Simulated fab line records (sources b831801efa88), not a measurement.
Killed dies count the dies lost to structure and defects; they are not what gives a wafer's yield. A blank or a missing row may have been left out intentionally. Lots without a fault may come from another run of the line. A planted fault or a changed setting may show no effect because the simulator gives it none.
One fault seen from 2 desks + flow gf180mcu + what lay behind the numbers comes last; until then each desk has only its own

== TOOL OWNER'S DESK, implanter-02 ==
For each lot that ran on this tool, the mean over its sampled wafers that have a number, from the tool's own readings at GF_HV_LDD_IMPLANT_21. A lot is out of limits, marked OUT, if its mean lies more than 4 standard deviations from the usual mean; the brackets give that distance.
Columns: A = dose_ions_cm2 at GF_HV_LDD_IMPLANT_21, usual 5e+13; B = faraday_current_uA at GF_HV_LDD_IMPLANT_21, usual 283; C = tilt_deg at GF_HV_LDD_IMPLANT_21, usual 7.005 degrees
| lot  | first seen here | A     | B   | C               |
|------|-----------------|-------|-----|-----------------|
| L889 | day 10 21:39    | 5e+13 | 283 | 6.973           |
| L891 | day 11 11:10    | 5e+13 | 286 | 7.012           |
| L895 | day 12 20:30    | 5e+13 | 280 | 7.006           |
| L897 | day 13 08:47    | 5e+13 | 278 | 6.996           |
| L898 | day 13 16:24    | 5e+13 | 277 | 7.025           |
| L902 | day 14 21:18    | 5e+13 | 285 | 6.336 (-32) OUT |
| L903 | day 15 04:09    | 5e+13 | 281 | 6.325 (-32) OUT |
| L912 | day 17 22:11    | 5e+13 | 283 | 7.020           |
Finding of this desk: L902, L903 out of limits; the first was L902 at day 14 21:18, on tilt_deg at GF_HV_LDD_IMPLANT_21. In limits: L889, L891, L895, L897, L898, L912.

== AT THE METROLOGY DESK ==
Means of the sampled wafers that have a number, per lot and without regard to the tool the lot ran on: this is what the gauges read. A lot is out of limits, marked OUT, if its mean lies more than 4 standard deviations from the usual mean; the brackets give that distance.
Columns: A = VT_IMPLANT_OVL at GF_VT_IMPLANT_OVL_MEAS_07, usual -0.8 nm; B = cd_nm at GF_POLY_GATE_CD_MEAS_10, usual 280.1 nm
| lot  | first seen here | A    | B     |
|------|-----------------|------|-------|
| L889 | day 5 14:22     | -0.6 | 276.9 |
| L890 | day 5 20:23     | 1.1  | 278.6 |
| L891 | day 6 05:16     | -0.3 | 280.4 |
| L893 | day 6 14:26     | -0.0 | 279.3 |
| L894 | day 7 00:28     | 0.2  | 278.5 |
| L895 | day 7 05:13     | -1.0 | 280.5 |
| L896 | day 7 11:47     | 0.8  | 282.1 |
| L897 | day 7 17:30     | 0.2  | 280.3 |
| L898 | day 8 00:14     | 0.2  | 281.3 |
| L899 | day 8 04:53     | -2.0 | 279.6 |
| L902 | day 9 00:46     | -1.8 | 280.6 |
| L903 | day 9 05:57     | -3.1 | 281.4 |
| L911 | day 11 05:51    | -0.8 | 280.2 |
| L912 | day 11 12:00    | -1.7 | 281.6 |
Finding of this desk: none of the 14 lots has anything out of limits.

== ALL TOGETHER ==
An alarm could have come from the tool owner's desk at day 14 21:18, on L902, L903.
Metrology desk: nothing out of limits seen.
The metrology desk holds a record of L902, L903, inside its limits.
The lots listed all ran GF_HV_LDD_IMPLANT_21 on implanter-02.

== WHAT THE SIMULATOR HAD INSERTED ==
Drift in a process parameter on implanter-02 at GF_HV_LDD_IMPLANT_21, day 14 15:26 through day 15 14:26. From 7, the setting tilt_deg moved by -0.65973. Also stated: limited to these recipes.
Lots struck among those shown: L902, L903.
Delay in hours, fault start to first out-of-limits reading, by desk: the tool owner's desk at 6.
